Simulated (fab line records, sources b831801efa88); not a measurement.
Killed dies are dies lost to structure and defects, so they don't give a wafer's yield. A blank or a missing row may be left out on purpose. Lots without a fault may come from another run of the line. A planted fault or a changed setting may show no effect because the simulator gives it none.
Chamber matching | flow sfq_line | SFQ_TRILAYER_A5C_DEP_PECVD_142 on pecvd-02: 3 sister chambers
The step deposits SiO2 from SiH4/N2O, time 15.556 s, target thk 70 nm. 6 wafers are shown with their chamber, then 7 later ones without.

WAFERS WITH THEIR CHAMBER
wafer  | chamber | showerhead_vpp_V (V) | heater_power_w (W)
L395.3 | 2       | 828                  | 80
L395.4 | 1       | 853                  | 89
L401.3 | 2       | 837                  | 80
L401.6 | 0       | 796                  | 100
L403.1 | 1       | 860                  | 89
L403.4 | 0       | 799                  | 95

WAFERS WITHOUT THEIR CHAMBER
wafer  | showerhead_vpp_V (V) | heater_power_w (W)
L403.5 | 868                  | 89
L406.2 | 839                  | 96
L406.3 | 835                  | 80
L406.5 | 846                  | 80
L408.1 | 838                  | 71
L408.3 | 881                  | 97
L408.5 | 861                  | 98

WHICH CHAMBER EACH WENT THROUGH
wafer  | from the rows above | in truth
L403.5 | 1                   | 1
L406.2 | 1                   | 1
L406.3 | 2                   | 2
L406.5 | 2                   | 2
L408.1 | 2                   | 2
L408.3 | 1                   | 1
L408.5 | 1                   | 1
Placed correctly: 7 of 7. Can't be placed from these rows: 0. Placed wrongly: 0.
How it was worked out, from the rows above alone: a wafer's distance from a chamber is the root of the sum, over the readings, of the square of ((its reading less the chamber's mean) divided by the reading's scatter). The wafer belongs to the nearest chamber; if the next one is less than 2 further off, it can't be placed. A chamber's mean is the mean of its shown wafers. The scatter: the root of (the sum of the squares of (reading less its chamber's mean) over the shown wafers, divided by (wafers less chambers)).
